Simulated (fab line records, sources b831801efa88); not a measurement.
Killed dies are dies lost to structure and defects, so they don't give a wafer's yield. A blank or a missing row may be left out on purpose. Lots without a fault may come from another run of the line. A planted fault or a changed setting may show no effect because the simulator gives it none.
Which tool did it? | flow sky130 | 13 lots, 39 wafers sampled, at 5 steps of a route of 708

WHAT THE GAUGES READ, wafer by wafer
SKY_VIA4_BOW_MEAS_03. Usual: VIA4_BOW 78 um, standard deviation 8.1.
lot  | measured     | on            | VIA4_BOW (um) | flag
L333 | day 41 20:22 | film_metro-04 | 89 68 80      |
L334 | day 42 05:08 | film_metro-04 | 75 71 80      |
L335 | day 42 14:00 | film_metro-02 | 89 78 94      |
L336 | day 42 22:14 | film_metro-04 | 66 81 81      |
L338 | day 42 22:43 | film_metro-02 | 75 91 75      |
L341 | day 44 03:19 | film_metro-03 | 84 78 82      |
L343 | day 44 16:33 | film_metro-04 | 86 80 80      |
L345 | day 45 06:26 | film_metro-03 | 75 64 60      |
L347 | day 45 20:02 | film_metro-04 | 78 95 77      |
L349 | day 46 01:26 | film_metro-04 | 79 77 83      |
L352 | day 47 00:41 | film_metro-03 | 85 84 79      |
L353 | day 47 03:31 | film_metro-02 | 82 81 83      |
L354 | day 47 11:40 | film_metro-03 | 71 81 80      |

WHICH TOOL RAN EACH LOT (tool, then ch and the chambers of the sampled wafers, then the start)
lot  | SKY_VIA3_SPUTTER_20          | SKY_METAL4_SPUTTER_03        | SKY_METAL4_METAL_ETCH_18          | SKY_METAL4_STRIP_19
L333 | pvd_sputter-01, day 39 16:36 | pvd_sputter-02, day 39 17:21 | rie_metal-02 ch 0,1, day 41 19:02 | plasma_asher-04 ch 0, day 41 19:13
L334 | pvd_sputter-02, day 40 00:39 | pvd_sputter-04, day 40 01:24 | rie_metal-04 ch 0,1, day 42 03:50 | plasma_asher-03 ch 0,1, day 42 04:00
L335 | pvd_sputter-01, day 40 09:47 | pvd_sputter-02, day 40 10:32 | rie_metal-04 ch 1, day 42 12:11   | plasma_asher-04 ch 0,1, day 42 12:32
L336 | pvd_sputter-01, day 40 18:47 | pvd_sputter-01, day 40 19:33 | rie_metal-04 ch 1, day 42 20:44   | plasma_asher-04 ch 0,1, day 42 21:02
L338 | pvd_sputter-03, day 40 19:29 | pvd_sputter-01, day 40 20:15 | rie_metal-02 ch 0,1, day 42 21:22 | plasma_asher-03 ch 0,1, day 42 21:32
L341 | pvd_sputter-01, day 42 02:07 | pvd_sputter-01, day 42 02:52 | rie_metal-03 ch 0,1, day 44 01:58 | plasma_asher-01 ch 0,1, day 44 02:08
L343 | pvd_sputter-02, day 42 14:47 | pvd_sputter-04, day 42 17:21 | rie_metal-02 ch 0,1, day 44 15:13 | plasma_asher-04 ch 1, day 44 15:23
L345 | pvd_sputter-01, day 43 06:35 | pvd_sputter-04, day 43 07:20 | rie_metal-03 ch 0,1, day 45 05:09 | plasma_asher-01 ch 0,1, day 45 05:18
L347 | pvd_sputter-01, day 43 22:05 | pvd_sputter-02, day 43 22:52 | rie_metal-04 ch 0, day 45 18:35   | plasma_asher-03 ch 0,1, day 45 18:46
L349 | pvd_sputter-02, day 44 02:17 | pvd_sputter-04, day 44 03:02 | rie_metal-02 ch 0, day 45 23:56   | plasma_asher-04 ch 0,1, day 46 00:18
L352 | pvd_sputter-02, day 45 04:39 | pvd_sputter-01, day 45 05:24 | rie_metal-02 ch 0,1, day 46 23:23 | plasma_asher-03 ch 0,1, day 46 23:34
L353 | pvd_sputter-02, day 45 07:21 | pvd_sputter-01, day 45 08:06 | rie_metal-02 ch 0,1, day 47 02:08 | plasma_asher-04 ch 0,1, day 47 02:19
L354 | pvd_sputter-02, day 45 16:36 | pvd_sputter-01, day 45 17:21 | rie_metal-02 ch 0,1, day 47 10:22 | plasma_asher-03 ch 0,1, day 47 10:32
- SKY_VIA3_SPUTTER_20: material TiN, target thk 20 nm, time 80 s.
- SKY_METAL4_SPUTTER_03: material Ti, target thk 5 nm, time 3.3 s.
- SKY_METAL4_METAL_ETCH_18: etches the open film in Cl2/BCl3, stops on SiO2, target depth 845 nm, time 183.1 s.
- SKY_METAL4_STRIP_19: strips in O2/N2.

WHAT THE TOOLS THEMSELVES READ (means of the sampled wafers that have a number; where no wafer has one, the mark that the record gives instead)
SKY_VIA3_SPUTTER_20. Usual: throttle_valve_pct 29.4 %, standard deviation 0.82.
lot  | tool           | throttle_valve_pct (%) | flag
L333 | pvd_sputter-01 | 29.4                   |
L334 | pvd_sputter-02 | 29.5                   |
L335 | pvd_sputter-01 | 29.8                   |
L336 | pvd_sputter-01 | 29.3                   |
L338 | pvd_sputter-03 | 30.3                   |
L341 | pvd_sputter-01 | 28.8                   |
L343 | pvd_sputter-02 | 28.6                   |
L345 | pvd_sputter-01 | 30.1                   |
L347 | pvd_sputter-01 | 30.0                   |
L349 | pvd_sputter-02 | 29.1                   |
L352 | pvd_sputter-02 | 29.6                   |
L353 | pvd_sputter-02 | 28.9                   |
L354 | pvd_sputter-02 | 28.4                   |

SKY_METAL4_SPUTTER_03. Usual: throttle_valve_pct 29.8 %, standard deviation 1.1.
lot  | tool           | throttle_valve_pct (%) | flag
L333 | pvd_sputter-02 | 28.9                   |
L334 | pvd_sputter-04 | 30.5                   |
L335 | pvd_sputter-02 | 29.1                   |
L336 | pvd_sputter-01 | 29.5                   |
L338 | pvd_sputter-01 | 29.6                   |
L341 | pvd_sputter-01 | 29.2                   |
L343 | pvd_sputter-04 | 31.6                   |
L345 | pvd_sputter-04 | 30.8                   |
L347 | pvd_sputter-02 | 29.6                   |
L349 | pvd_sputter-04 | 31.7                   |
L352 | pvd_sputter-01 | 29.4                   |
L353 | pvd_sputter-01 | 30.0                   |
L354 | pvd_sputter-01 | 30.1                   |

SKY_METAL4_METAL_ETCH_18. Usual: drypump_motor_current_A 5.6 A, standard deviation 0.57; oes_product_au 0.866 a.u., standard deviation 0.0056; throttle_valve_pct 22.264 %, standard deviation 0.0089.
lot  | tool         | drypump_motor_current_A (A) | oes_product_au (a.u.) | throttle_valve_pct (%) | flag
L333 | rie_metal-02 | 5.0                         | 0.855                 | 22.269                 |
L334 | rie_metal-04 | 6.2                         | 0.867                 | 22.252                 |
L335 | rie_metal-04 | 5.3                         | 0.864                 | 22.259                 |
L336 | rie_metal-04 | 5.3                         | 0.870                 | 22.265                 |
L338 | rie_metal-02 | 5.2                         | 0.866                 | 22.261                 |
L341 | rie_metal-03 | 5.6                         | 0.865                 | 22.261                 |
L343 | rie_metal-02 | 5.2                         | 0.868                 | 22.274                 |
L345 | rie_metal-03 | 5.5                         | 0.865                 | 22.265                 |
L347 | rie_metal-04 | 6.6                         | 0.865                 | 22.260                 |
L349 | rie_metal-02 | 5.4                         | 0.865                 | 22.265                 |
L352 | rie_metal-02 | 5.0                         | 0.864                 | 22.263                 |
L353 | rie_metal-02 | 5.0                         | 0.870                 | 22.265                 |
L354 | rie_metal-02 | 5.0                         | 0.863                 | 22.253                 |

SKY_METAL4_STRIP_19. Usual: drypump_motor_current_A 5.9 A, standard deviation 0.47; oes_product_au 0.503 a.u., standard deviation 0.0051; strip_time_to_endpoint_s 6.56 s, standard deviation 0.068.
lot  | tool            | drypump_motor_current_A (A) | oes_product_au (a.u.) | strip_time_to_endpoint_s (s) | flag
L333 | plasma_asher-04 | 5.9                         | 0.504                 | 6.60                         |
L334 | plasma_asher-03 | 6.3                         | 0.503                 | 6.48                         |
L335 | plasma_asher-04 | 6.0                         | 0.498                 | 6.51                         |
L336 | plasma_asher-04 | 6.0                         | 0.501                 | 6.46                         |
L338 | plasma_asher-03 | 6.3                         | 0.509                 | 6.60                         |
L341 | plasma_asher-01 | 5.5                         | 0.537                 | 7.47                         | OFF
L343 | plasma_asher-04 | 6.2                         | 0.503                 | 6.60                         |
L345 | plasma_asher-01 | 5.4                         | 0.544                 | 7.49                         | OFF
L347 | plasma_asher-03 | 6.3                         | 0.509                 | 6.67                         |
L349 | plasma_asher-04 | 6.1                         | 0.504                 | 6.61                         |
L352 | plasma_asher-03 | 6.3                         | 0.505                 | 6.67                         |
L353 | plasma_asher-04 | 6.1                         | 0.505                 | 6.56                         |
L354 | plasma_asher-03 | 6.3                         | 0.504                 | 6.66                         |

THE ANSWER, worked out from the rows above alone
Rule: a lot is off if the mean of its wafers that have a number lies more than 3 standard deviations from the usual mean. A lot without any number at a reading at which 4 lots or more have one is off too. The other lots that the step has rows for count as sound. The gauges are gone through in route order, then the tools' own readings, and for those a lot's mean is taken as printed above. The first step at which some lot is off is used, and at that step the reading that is off furthest; a lot without a number counts as furthest.
Off: L341, L345, at SKY_METAL4_STRIP_19 (strip_time_to_endpoint_s).
A tool fits if, at that step or a process step before it, it ran every lot that is off, and no sound lot after the first of them. Can't be told from this: 2 tools fit, rie_metal-03 at SKY_METAL4_METAL_ETCH_18, plasma_asher-01 at SKY_METAL4_STRIP_19.

WHAT THE SIMULATOR HAD PUT IN
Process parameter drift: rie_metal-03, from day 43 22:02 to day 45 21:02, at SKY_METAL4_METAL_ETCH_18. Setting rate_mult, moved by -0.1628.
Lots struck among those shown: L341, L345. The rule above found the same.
